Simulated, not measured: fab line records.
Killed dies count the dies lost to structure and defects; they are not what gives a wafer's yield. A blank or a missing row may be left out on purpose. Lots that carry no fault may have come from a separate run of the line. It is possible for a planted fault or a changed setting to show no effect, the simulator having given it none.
Tool commonality check	flow sky130	Sample size 13 lots and 42 wafers

== WHY IT WAS OPENED ==
On 1 of the 13 lots, a flag is raised at SKY_SD_N_CD_MEAS_07 on the reading cd-nm. No-fault wafers: 379.7 nm, standard deviation 2.4.
Rule: flag the lot when none of its wafers has a number, or when each of its wafers that has one lies beyond 4 standard deviations from that mean. As for the other lots, they are considered sound.

lot	measured	on	cd-nm (nm), wafer by wafer	flag
L816	day 27 18:02	cd-sem-01	376.7 378.2 376.0	
L818	day 28 15:38	cd-sem-02	380.3 382.7 381.2	
L819	day 29 02:17	cd-sem-01	376.2 375.9 378.6	
L820	day 29 10:28	cd-sem-02	380.9 379.7 380.2	
L821	day 29 22:23	cd-sem-01	336.7 334.9 334.8 336.9 334.7 334.8	FLAGGED
L826	day 31 16:14	cd-sem-01	380.8 380.9 379.6	
L827	day 32 00:05	cd-sem-02	383.1 383.6 382.3	
L831	day 32 19:49	cd-sem-02	380.1 380.7 380.3	
L832	day 33 13:22	cd-sem-02	380.0 379.3 378.0	
L833	day 33 13:47	cd-sem-02	379.1 381.7 381.0	
L834	day 34 00:47	cd-sem-02	380.9 384.4 381.0	
L835	day 34 05:55	cd-sem-01	380.3 378.2 379.6	
L838	day 35 11:50	cd-sem-02	381.3 379.5 377.7	
On average the flagged lots' numbers are 335.5 nm, which is -44.2 nm against the usual, or -18 standard deviations.

== WHICH TOOL EACH LOT WENT THROUGH ==
The record holds 1 process step before the reading, out of a route of 708 steps. Read each cell as the tool, then ch plus the chambers that the sampled wafers visited, then the start.
lot	flag	SKY_SD_N_EXPOSE_04
L816		iline-stepper-02 ch 0, day 27 03:53
L818		iline-stepper-01 ch 0, day 28 01:25
L819		iline-stepper-02 ch 0, day 28 11:50
L820		iline-stepper-02 ch 0, day 28 19:59
L821	FLAGGED	iline-stepper-02 ch 0, day 29 07:56
L826		iline-stepper-01 ch 0, day 31 02:44
L827		iline-stepper-02 ch 0, day 31 11:08
L831		iline-stepper-02 ch 0, day 32 06:59
L832		iline-stepper-02 ch 0, day 33 00:30
L833		iline-stepper-01 ch 0, day 33 01:13
L834		iline-stepper-02 ch 0, day 33 11:46
L835		iline-stepper-01 ch 0, day 33 16:16
L838		iline-stepper-01 ch 0, day 34 22:44
These steps, and what they do:
- SKY_SD_N_EXPOSE_04: exposes mask NSDM, target cd 380 nm.
- SKY_SD_N_CD_MEAS_07: target cd 380 nm.

== FLAGGED OVER TOTAL, TOOL BY TOOL (the gauges that took the reading come last) ==
step	tool	lots run	flagged	share of the flagged lots	sound lots run after its first flagged lot
SKY_SD_N_EXPOSE_04	iline-stepper-01	5	0	none	-
SKY_SD_N_EXPOSE_04	iline-stepper-02	8	1	all	4 (L827,L831,L832,L834)
SKY_SD_N_CD_MEAS_07	cd-sem-01	5	1	all	2 (L826,L835)
SKY_SD_N_CD_MEAS_07	cd-sem-02	8	0	none	-

== THE TABLE: WHAT IT ALLOWS ==
2 rows of the table ran every flagged lot: iline-stepper-02 at SKY_SD_N_EXPOSE_04, cd-sem-01 at SKY_SD_N_CD_MEAS_07.
- iline-stepper-02 at SKY_SD_N_EXPOSE_04: 1 of its 8 lots flagged. Sound lots followed the first flagged one (L827, L831, L832, L834) on it, something a lasting fault affecting the whole tool could not allow.
- cd-sem-01 at SKY_SD_N_CD_MEAS_07: 1 of its 5 lots flagged. Sound lots followed the first flagged one (L826, L835) on it, something a lasting fault affecting the whole tool could not allow.
There is no row in the table that ran each flagged lot and no sound lot after the first.

== WHAT HAD BEEN PUT IN BY THE SIMULATOR ==
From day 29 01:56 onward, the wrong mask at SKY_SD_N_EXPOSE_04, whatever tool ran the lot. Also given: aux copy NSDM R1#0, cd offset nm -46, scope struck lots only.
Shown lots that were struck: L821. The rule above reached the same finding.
